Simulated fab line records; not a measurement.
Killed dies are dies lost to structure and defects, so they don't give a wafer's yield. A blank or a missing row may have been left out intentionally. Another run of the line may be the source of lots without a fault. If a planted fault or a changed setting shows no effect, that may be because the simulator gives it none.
Which of the tools did it? :: flow sky130 :: 13 lots, 39 wafers sampled, at 4 steps of a route of 708

WHAT EACH GAUGE READ, for each wafer
SKY_CONTACT_CD_MEAS_14 targets a cd of 170 nm. Usual: cd_nm at 169.8 nm, with a standard deviation of 1.7.
lot: L592
measured: day 32 15:08
on: cd_sem-02
cd_nm (nm): 170.2 170.8 169.7
flag: 

lot: L593
measured: day 33 00:11
on: cd_sem-01
cd_nm (nm): 166.9 168.2 168.4
flag: 

lot: L594
measured: day 33 02:54
on: cd_sem-01
cd_nm (nm): 166.6 167.7 168.9
flag: 

lot: L595
measured: day 33 19:56
on: cd_sem-01
cd_nm (nm): 168.3 169.7 169.0
flag: 

lot: L596
measured: day 34 05:28
on: cd_sem-02
cd_nm (nm): 169.0 170.0 170.2
flag: 

lot: L597
measured: day 34 07:50
on: cd_sem-02
cd_nm (nm): 168.5 167.6 167.6
flag: 

lot: L598
measured: day 34 15:53
on: cd_sem-02
cd_nm (nm): 171.1 169.9 171.1
flag: 

lot: L599
measured: day 34 19:23
on: cd_sem-02
cd_nm (nm): 169.3 168.4 168.1
flag: 

lot: L602
measured: day 35 17:21
on: cd_sem-02
cd_nm (nm): 169.7 169.6 168.7
flag: 

lot: L609
measured: day 37 20:33
on: cd_sem-02
cd_nm (nm): 168.6 169.3 170.6
flag: 

lot: L610
measured: day 38 00:43
on: cd_sem-01
cd_nm (nm): 171.3 169.0 169.7
flag: 

lot: L611
measured: day 38 10:34
on: cd_sem-01
cd_nm (nm): 169.9 170.1 169.6
flag: 

lot: L612
measured: day 38 11:42
on: cd_sem-02
cd_nm (nm): 172.1 172.3 172.5
flag: 

SKY_METAL1_OVL_MEAS_16. Usual: for METAL1_OVL the level is -1 nm and the standard deviation is 6.
lot: L592
measured: day 33 19:23
on: overlay-01
METAL1_OVL (nm): 4 1 3
flag: 

lot: L593
measured: day 34 04:09
on: overlay-01
METAL1_OVL (nm): 5 -1 -3
flag: 

lot: L594
measured: day 34 06:10
on: overlay-02
METAL1_OVL (nm): -3 -5 -2
flag: 

lot: L595
measured: day 34 23:47
on: overlay-01
METAL1_OVL (nm): 0 -2 0
flag: 

lot: L596
measured: day 35 09:44
on: overlay-02
METAL1_OVL (nm): 0 3 9
flag: 

lot: L597
measured: day 35 11:26
on: overlay-02
METAL1_OVL (nm): -3 0 0
flag: 

lot: L598
measured: day 35 20:11
on: overlay-02
METAL1_OVL (nm): -12 -13 -10
flag: 

lot: L599
measured: day 35 23:23
on: overlay-01
METAL1_OVL (nm): 10 8 6
flag: 

lot: L602
measured: day 36 20:25
on: overlay-01
METAL1_OVL (nm): 9 11 11
flag: 

lot: L609
measured: day 38 23:23
on: overlay-01
METAL1_OVL (nm): -3 2 -6
flag: 

lot: L610
measured: day 39 04:01
on: overlay-01
METAL1_OVL (nm): -4 -2 -8
flag: 

lot: L611
measured: day 39 12:14
on: overlay-01
METAL1_OVL (nm): -12 -1 -10
flag: 

lot: L612
measured: day 39 13:56
on: overlay-01
METAL1_OVL (nm): -18 -13 -6
flag: 

SKY_VIA1_THK_MEAS_01. Usual: for VIA1_HDPCVD_THK the level is 1031 nm and the standard deviation is 8.9.
lot: L592
measured: day 33 20:19
on: film_metro-04
VIA1_HDPCVD_THK (nm): 1036 1034 1040
flag: 

lot: L593
measured: day 34 05:29
on: film_metro-04
VIA1_HDPCVD_THK (nm): 1032 1015 1013
flag: 

lot: L594
measured: day 34 07:05
on: film_metro-02
VIA1_HDPCVD_THK (nm): 1032 1020 1017
flag: 

lot: L595
measured: day 35 00:43
on: film_metro-02
VIA1_HDPCVD_THK (nm): 1038 1026 1043
flag: 

lot: L596
measured: day 35 10:41
on: film_metro-02
VIA1_HDPCVD_THK (nm): 1034 1028 1026
flag: 

lot: L597
measured: day 35 12:22
on: film_metro-01
VIA1_HDPCVD_THK (nm): 1031 1041 1034
flag: 

lot: L598
measured: day 35 21:09
on: film_metro-01
VIA1_HDPCVD_THK (nm): 1026 1036 1038
flag: 

lot: L599
measured: day 36 00:33
on: film_metro-01
VIA1_HDPCVD_THK (nm): 1035 1025 1033
flag: 

lot: L602
measured: day 36 21:24
on: film_metro-02
VIA1_HDPCVD_THK (nm): 1033 1034 1026
flag: 

lot: L609
measured: day 39 00:20
on: film_metro-01
VIA1_HDPCVD_THK (nm): 1033 1037 1040
flag: 

lot: L610
measured: day 39 04:56
on: film_metro-02
VIA1_HDPCVD_THK (nm): 1032 1032 1030
flag: 

lot: L611
measured: day 39 13:10
on: film_metro-01
VIA1_HDPCVD_THK (nm): 1028 1033 1042
flag: 

lot: L612
measured: day 39 14:56
on: film_metro-04
VIA1_HDPCVD_THK (nm): 1022 1025 1021
flag: 

WHICH TOOL RAN EACH LOT (tool, then ch and the chambers of the sampled wafers, then the start)
lot: L592
SKY_METAL1_SOFTBAKE_11: litho_track-03 ch 0, day 33 06:00

lot: L593
SKY_METAL1_SOFTBAKE_11: litho_track-01 ch 0, day 33 14:00

lot: L594
SKY_METAL1_SOFTBAKE_11: litho_track-03 ch 0, day 33 17:00

lot: L595
SKY_METAL1_SOFTBAKE_11: litho_track-03 ch 0, day 34 10:00

lot: L596
SKY_METAL1_SOFTBAKE_11: litho_track-03 ch 0, day 34 20:00

lot: L597
SKY_METAL1_SOFTBAKE_11: litho_track-01 ch 0, day 34 22:00

lot: L598
SKY_METAL1_SOFTBAKE_11: litho_track-01 ch 0, day 35 06:00

lot: L599
SKY_METAL1_SOFTBAKE_11: litho_track-01 ch 0, day 35 10:00

lot: L602
SKY_METAL1_SOFTBAKE_11: litho_track-01 ch 0, day 36 07:00

lot: L609
SKY_METAL1_SOFTBAKE_11: litho_track-04 ch 0, day 38 11:00

lot: L610
SKY_METAL1_SOFTBAKE_11: litho_track-01 ch 0, day 38 15:00

lot: L611
SKY_METAL1_SOFTBAKE_11: litho_track-04 ch 0, day 39 00:00

lot: L612
SKY_METAL1_SOFTBAKE_11: litho_track-01 ch 0, day 39 01:00
- SKY_METAL1_SOFTBAKE_11: time 90 s.

WHAT THE TOOLS THEMSELVES READ (means of the sampled wafers that have a number; where no wafer has one, the mark that the record gives instead)
SKY_METAL1_SOFTBAKE_11. Usual: heater_power_total_W 57.36 W, standard deviation 0.11; plate_temp_C 99.99 C, standard deviation 0.15.
lot: L592
tool: litho_track-03
heater_power_total_W (W): 57.47
plate_temp_C (C): 99.97
flag: 

lot: L593
tool: litho_track-01
heater_power_total_W (W): 57.36
plate_temp_C (C): 100.10
flag: 

lot: L594
tool: litho_track-03
heater_power_total_W (W): 57.29
plate_temp_C (C): 100.22
flag: 

lot: L595
tool: litho_track-03
heater_power_total_W (W): 57.33
plate_temp_C (C): 99.90
flag: 

lot: L596
tool: litho_track-03
heater_power_total_W (W): 57.43
plate_temp_C (C): 100.02
flag: 

lot: L597
tool: litho_track-01
heater_power_total_W (W): 57.31
plate_temp_C (C): 99.79
flag: 

lot: L598
tool: litho_track-01
heater_power_total_W (W): 57.41
plate_temp_C (C): 99.87
flag: 

lot: L599
tool: litho_track-01
heater_power_total_W (W): 60.89
plate_temp_C (C): 104.54
flag: OFF

lot: L602
tool: litho_track-01
heater_power_total_W (W): 60.86
plate_temp_C (C): 104.50
flag: OFF

lot: L609
tool: litho_track-04
heater_power_total_W (W): 57.37
plate_temp_C (C): 100.03
flag: 

lot: L610
tool: litho_track-01
heater_power_total_W (W): 57.42
plate_temp_C (C): 99.76
flag: 

lot: L611
tool: litho_track-04
heater_power_total_W (W): 57.31
plate_temp_C (C): 99.95
flag: 

lot: L612
tool: litho_track-01
heater_power_total_W (W): 57.32
plate_temp_C (C): 99.88
flag: 

THE ANSWER, worked out from the rows above alone
Rule: a lot is off if the mean of its wafers that have a number lies more than 3 standard deviations from the usual mean. A lot without any number at a reading at which 4 lots or more have one is off too. Any other lot the step has rows for is counted as sound. Order of review: gauges by route order, followed by the tools' own readings, for which a lot's mean as printed above is used. The first step at which some lot is off is used, and at that step the reading that is off furthest; a lot without a number counts as furthest.
Off, at SKY_METAL1_SOFTBAKE_11 on heater_power_total_W: L599, L602.
A tool fits if, at that step or a process step before it, it ran every lot that is off, and no sound lot after the first of them. Of those tried, none fits.

WHAT WAS PUT IN BY THE SIMULATOR
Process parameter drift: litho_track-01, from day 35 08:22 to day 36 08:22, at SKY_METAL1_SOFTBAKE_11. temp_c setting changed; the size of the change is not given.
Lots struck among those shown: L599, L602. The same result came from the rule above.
